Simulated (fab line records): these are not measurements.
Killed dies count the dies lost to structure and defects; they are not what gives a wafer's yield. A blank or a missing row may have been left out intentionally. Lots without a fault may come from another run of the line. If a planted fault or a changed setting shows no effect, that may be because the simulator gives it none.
Which of the tools did it?	flow gf180mcu	12 lots (36 wafers sampled), 1 step of a 602-step route

## WHAT THE GAUGES SHOWED, per wafer
GF_M1_THK_MEAS_06: measures by xrf.
lot	measured	on	M1_ALCU_THK (nm)
L075	day 16 20:22	film_metro-04	437 435 435
L077	day 17 18:59	film_metro-03	436 438 434
L079	day 18 18:07	film_metro-04	451 452 450
L081	day 19 21:13	film_metro-01	440 442 445
L083	day 20 02:29	film_metro-01	439 444 447
L085	day 20 14:57	film_metro-01	447 447 448
L087	day 21 09:36	film_metro-03	447 449 448
L089	day 22 07:32	film_metro-03	439 439 437
L091	day 22 16:38	film_metro-04	444 445 445
L094	day 23 12:25	film_metro-04	448 439 441
L095	day 23 19:07	film_metro-04	439 442 437
L097	day 24 16:11	film_metro-04	445 439 436

## WHAT TOOL EACH LOT RAN ON (gives the tool, then ch and the chambers of the sampled wafers, and finally the start)
The record holds no process step before these readings.

## THE ANSWER, worked out from the rows above alone
Rule: the lots themselves supply what counts as usual. Put in order of their means at a reading, lots are off if they are a third of the lots or fewer, leave a main group of 4 or more, and stand apart from it by a gap of 3 or more times the standard deviation of the main group's means; of several such gaps the widest counts. Not used: any main group whose means are identical at the precision the tables above print for the reading. Also off: a lot with no number at a reading for which 4 or more lots have one. All remaining lots with rows at the step are treated as sound.
None of the lots is off at any reading shown; this tells nothing.

## WHAT THE SIMULATOR PUT IN
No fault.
